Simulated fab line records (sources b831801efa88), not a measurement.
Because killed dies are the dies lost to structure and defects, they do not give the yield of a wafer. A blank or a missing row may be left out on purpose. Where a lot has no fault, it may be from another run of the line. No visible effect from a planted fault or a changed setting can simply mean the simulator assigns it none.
What tool caused it? | flow gf180mcu | Sampling: 13 lots, 39 wafers, 5 of 602 route steps

WHAT EACH GAUGE READ, for each wafer
GF_POLY_GATE_OVL_MEAS_11.
lot  | measured     | on         | POLY_GATE_OVL (nm)
L202 | day 9 11:17  | overlay-01 | 3 -1 2
L203 | day 9 15:50  | overlay-01 | -2 2 -2
L204 | day 9 21:50  | overlay-02 | -3 -2 3
L205 | day 10 06:01 | overlay-02 | -13 -4 -11
L206 | day 10 13:53 | overlay-01 | -6 -2 -1
L207 | day 10 22:00 | overlay-01 | 0 0 5
L209 | day 11 12:58 | overlay-01 | -1 -4 0
L212 | day 12 15:35 | overlay-02 | 3 4 0
L213 | day 12 17:14 | overlay-01 | -7 -8 2
L221 | day 15 05:35 | overlay-02 | -8 -5 1
L222 | day 15 13:54 | overlay-01 | -4 -4 -4
L223 | day 15 20:31 | overlay-02 | 9 0 9
L224 | day 16 09:55 | overlay-01 | 1 -5 -4

GF_HV_LDD_OVL_MEAS_47.
lot  | measured     | on         | HV_LDD_03_OVL (nm)
L202 | day 12 15:52 | overlay-01 | -1.7 -0.6 -0.3
L203 | day 12 21:07 | overlay-01 | 0.0 0.5 1.3
L204 | day 13 03:13 | overlay-02 | 2.2 1.1 2.0
L205 | day 13 13:31 | overlay-01 | -0.6 1.0 0.4
L206 | day 13 23:07 | overlay-02 | -0.6 -1.9 -2.8
L207 | day 14 08:32 | overlay-02 | -0.4 1.2 1.3
L209 | day 15 00:28 | overlay-02 | -2.4 -1.7 -0.9
L212 | day 16 04:56 | overlay-01 | -1.5 -3.7 -1.3
L213 | day 16 06:07 | overlay-01 | -1.6 -2.0 -0.7
L221 | day 19 08:31 | overlay-01 | -0.7 -0.9 -1.6
L222 | day 19 18:10 | overlay-02 | 0.9 2.3 -0.3
L223 | day 20 04:16 | overlay-02 | -0.3 -0.4 -0.8
L224 | day 20 13:52 | overlay-02 | -1.8 -1.4 -0.7

GF_HV_LDD_RS_MEAS_53: uses a four-point probe to measure.
lot  | measured     | on           | HV_LDD_RS (ohm/sq)
L202 | day 12 16:20 | filmMetro-01 | 418.2 418.9 418.3
L203 | day 12 21:35 | filmMetro-01 | 417.5 417.5 418.5
L204 | day 13 03:41 | filmMetro-03 | 416.8 417.5 418.3
L205 | day 13 14:04 | filmMetro-01 | 418.7 418.3 418.5
L206 | day 13 23:37 | filmMetro-04 | 418.8 419.6 420.0
L207 | day 14 09:05 | filmMetro-03 | 418.2 418.3 418.4
L209 | day 15 00:56 | filmMetro-01 | 417.6 416.4 416.9
L212 | day 16 05:24 | filmMetro-04 | 418.6 419.4 418.6
L213 | day 16 06:35 | filmMetro-04 | 418.9 417.4 417.2
L221 | day 19 08:59 | filmMetro-04 | 411.8 410.6 412.1
L222 | day 19 18:38 | filmMetro-03 | 411.1 411.6 410.5
L223 | day 20 04:45 | filmMetro-03 | 417.6 417.5 418.2
L224 | day 20 14:19 | filmMetro-03 | 419.4 420.0 419.7

WHICH TOOL RAN EACH LOT (tool, then ch and the chambers of the sampled wafers, then the start)
lot  | GF_HV_LDD_STRIP_22                  | GF_HV_LDD_IMPLANT_35
L202 | plasmaAsher-03 ch 0,1, day 11 00:58 | implanter-03 ch 0, day 11 19:54
L203 | plasmaAsher-03 ch 0,1, day 11 05:43 | implanter-01 ch 0, day 12 01:07
L204 | plasmaAsher-03 ch 0,1, day 11 11:52 | implanter-03 ch 0, day 12 07:13
L205 | plasmaAsher-03 ch 0,1, day 11 21:09 | implanter-01 ch 0, day 12 16:47
L206 | plasmaAsher-02 ch 0,1, day 12 06:32 | implanter-04 ch 0, day 13 02:30
L207 | plasmaAsher-03 ch 0,1, day 12 14:47 | implanter-03 ch 0, day 13 11:38
L209 | plasmaAsher-04 ch 0,1, day 13 07:32 | implanter-01 ch 0, day 14 04:06
L212 | plasmaAsher-03 ch 0,1, day 14 10:31 | implanter-01 ch 0, day 15 07:52
L213 | plasmaAsher-03 ch 0, day 14 11:43   | implanter-03 ch 0, day 15 09:07
L221 | plasmaAsher-03 ch 1, day 17 08:16   | implanter-03 ch 0, day 18 08:01
L222 | plasmaAsher-04 ch 0,1, day 17 17:57 | implanter-03 ch 0, day 18 17:32
L223 | plasmaAsher-02 ch 0,1, day 18 04:17 | implanter-01 ch 0, day 19 03:53
L224 | plasmaAsher-04 ch 0,1, day 18 13:27 | implanter-04 ch 0, day 19 13:52
- GF_HV_LDD_STRIP_22: strips in O2/N2.
- GF_HV_LDD_IMPLANT_35

WHAT THE TOOLS THEMSELVES READ (means of the sampled wafers that have a number; where no wafer has one, the mark that the record gives instead)
GF_HV_LDD_STRIP_22.
lot  | tool           | chamberPressureMTorr (mTorr) | drypumpMotorCurrentA (A) | heaterPowerW (W) | oesProductAu (a.u.) | stripTimeToEndpointS (s)
L202 | plasmaAsher-03 | 1500.0                       | 5.35                     | 341              | 0.718               | 12.65
L203 | plasmaAsher-03 | 1498.9                       | 5.35                     | 342              | 0.718               | 12.64
L204 | plasmaAsher-03 | 1500.0                       | 5.34                     | 344              | 0.717               | 12.66
L205 | plasmaAsher-03 | 1500.1                       | 5.36                     | 342              | 0.721               | 12.58
L206 | plasmaAsher-02 | 1499.7                       | 5.18                     | 260              | 0.715               | 12.66
L207 | plasmaAsher-03 | 1500.3                       | 5.35                     | 341              | 0.713               | 12.69
L209 | plasmaAsher-04 | 1500.0                       | 5.87                     | 345              | 0.718               | 12.62
L212 | plasmaAsher-03 | 1500.0                       | 5.34                     | 344              | 0.718               | 12.58
L213 | plasmaAsher-03 | 1500.0                       | 5.36                     | 345              | 0.717               | 12.59
L221 | plasmaAsher-03 | 1499.9                       | 5.36                     | 337              | 0.713               | 12.69
L222 | plasmaAsher-04 | 1499.4                       | 5.88                     | 343              | 0.714               | 12.64
L223 | plasmaAsher-02 | 1498.5                       | 5.18                     | 265              | 0.717               | 12.64
L224 | plasmaAsher-04 | 1498.9                       | 5.86                     | 340              | 0.714               | 12.65

GF_HV_LDD_IMPLANT_35.
lot  | tool         | beamEnergyKeV | rotationDeg (degrees)
L202 | implanter-03 | 60.024        | 179.98
L203 | implanter-01 | 59.977        | 179.99
L204 | implanter-03 | 59.998        | 180.02
L205 | implanter-01 | 60.034        | 179.97
L206 | implanter-04 | 60.040        | 180.04
L207 | implanter-03 | 60.010        | 180.01
L209 | implanter-01 | 59.996        | 180.00
L212 | implanter-01 | 60.009        | 180.02
L213 | implanter-03 | 59.981        | 180.03
L221 | implanter-03 | 45.432        | 180.01
L222 | implanter-03 | 45.400        | 180.01
L223 | implanter-01 | 60.020        | 180.02
L224 | implanter-04 | 59.973        | 180.03

THE ANSWER, worked out from the rows above alone
Rule: usual is defined by the lots themselves. Put in order of their means at a reading, lots are off if they are a third of the lots or fewer, leave a main group of 4 or more, and stand apart from it by a gap of 3 or more times the standard deviation of the main group's means; of several such gaps the widest counts. A main group whose means are all the same, to the digits that the tables above print for the reading, isn't used. Also off: a lot with no number at a reading for which 4 or more lots have one. Any other lot the step has rows for is counted as sound. The gauges are gone through in route order, then the tools' own readings, and for those a lot's mean is taken as printed above. At the first step where some lot is off, the reading lying furthest off is the one used; lots without a number count as furthest.
Off: L221, L222, at GF_HV_LDD_RS_MEAS_53 (HV_LDD_RS). Main group: mean 418.3 ohm/sq, sd 0.79.
If a tool, at a process step before that reading, ran all the lots that are off and no sound lot after the first of them, it fits. The gauges at GF_HV_LDD_RS_MEAS_53 aren't tried: what is off there is off at GF_HV_LDD_IMPLANT_35 too, on other tools, and a gauge's error can't cause that. One fits: implanter-03 at GF_HV_LDD_IMPLANT_35. A fault onset in the window from L213 (day 15 09:07, its last sound lot) to L221 (day 18 08:01, its first lot off) fits.
On the lots that are off, the tool's own readings at GF_HV_LDD_IMPLANT_35 differ by more than 5 times the standard deviation of the sound lots' means, which bears it out; beamEnergyKeV reads 45.416 there versus 60.006 on the sound lots.

WHAT THE SIMULATOR HAD PUT IN
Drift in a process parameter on implanter-03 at GF_HV_LDD_IMPLANT_35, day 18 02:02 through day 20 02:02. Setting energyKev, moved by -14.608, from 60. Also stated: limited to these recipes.
Shown lots that were struck: L221, L222. The rule above found the same.
